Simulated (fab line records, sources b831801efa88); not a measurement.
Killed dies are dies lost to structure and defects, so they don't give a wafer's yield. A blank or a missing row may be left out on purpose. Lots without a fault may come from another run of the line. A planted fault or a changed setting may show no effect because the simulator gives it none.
Which tool did it? | flow gf180mcu | 11 lots, 33 wafers sampled, at 2 steps of a route of 602

WHAT THE GAUGES READ, wafer by wafer
GF_V4_RS_MEAS_24: measures by four-point-probe.
lot  | measured     | on            | V4_W_RS (ohm/sq)
L453 | day 24 09:37 | film_metro-02 | 0.328 0.322 0.326
L454 | day 24 19:10 | film_metro-04 | 0.320 0.325 0.322
L455 | day 25 07:21 | film_metro-03 | 0.325 0.326 0.327
L456 | day 25 17:24 | film_metro-04 | 0.331 0.329 0.331
L459 | day 27 03:41 | film_metro-02 | 0.329 0.326 0.327
L461 | day 27 10:31 | film_metro-03 | 0.330 0.323 0.324
L470 | day 30 04:10 | film_metro-03 | 0.334 0.331 0.328
L472 | day 30 09:44 | film_metro-02 | 0.327 0.322 0.322
L471 | day 30 14:10 | film_metro-04 | 0.330 0.328 0.329
L473 | day 30 22:37 | film_metro-04 | 0.330 0.325 0.326
L474 | day 31 02:35 | film_metro-03 | 0.330 0.329 0.329

WHICH TOOL RAN EACH LOT (tool, then ch and the chambers of the sampled wafers, then the start)
lot  | GF_V4_CMP_04
L453 | cmp-01 ch 0,1,2, day 23 09:06
L454 | cmp-02 ch 0,1,3, day 23 19:31
L455 | cmp-01 ch 0,2,3, day 24 08:01
L456 | cmp-01 ch 0,2,3, day 24 18:23
L459 | cmp-01 ch 0,1, day 26 05:49
L461 | cmp-01 ch 0,1,2, day 26 12:41
L470 | cmp-02 ch 1,3, day 29 08:26
L472 | cmp-01 ch 1,2,3, day 29 14:05
L471 | cmp-01 ch 0,1,3, day 29 19:05
L473 | cmp-01 ch 0,2,3, day 30 03:17
L474 | cmp-01 ch 0,3, day 30 07:57
- GF_V4_CMP_04: polishes SiO2.

WHAT THE TOOLS THEMSELVES READ (means of the sampled wafers that have a number; where no wafer has one, the mark that the record gives instead)
GF_V4_CMP_04.
lot  | tool   | motor_current_A (A) | time_to_endpoint_s (s)
L453 | cmp-01 | 11.2                | 75
L454 | cmp-02 | 11.9                | 69
L455 | cmp-01 | 10.8                | 72
L456 | cmp-01 | 11.0                | 75
L459 | cmp-01 | 12.1                | 75
L461 | cmp-01 | 11.1                | 81
L470 | cmp-02 | 11.9                | 76
L472 | cmp-01 | 11.7                | 77
L471 | cmp-01 | 11.3                | 73
L473 | cmp-01 | 10.4                | 69
L474 | cmp-01 | 10.6                | 74

THE ANSWER, worked out from the rows above alone
Rule: what is usual is taken from the lots themselves. Put in order of their means at a reading, lots are off if they are a third of the lots or fewer, leave a main group of 4 or more, and stand apart from it by a gap of 3 or more times the standard deviation of the main group's means; of several such gaps the widest counts. A main group whose means are all the same, to the digits that the tables above print for the reading, isn't used. A lot without any number at a reading at which 4 lots or more have one is off too. The other lots that the step has rows for count as sound. The gauges are gone through in route order, then the tools' own readings, and for those a lot's mean is taken as printed above. The first step at which some lot is off is used, and at that step the reading that is off furthest; a lot without a number counts as furthest.
No lot is off at any reading shown: from this, nothing can be told.

WHAT THE SIMULATOR HAD PUT IN
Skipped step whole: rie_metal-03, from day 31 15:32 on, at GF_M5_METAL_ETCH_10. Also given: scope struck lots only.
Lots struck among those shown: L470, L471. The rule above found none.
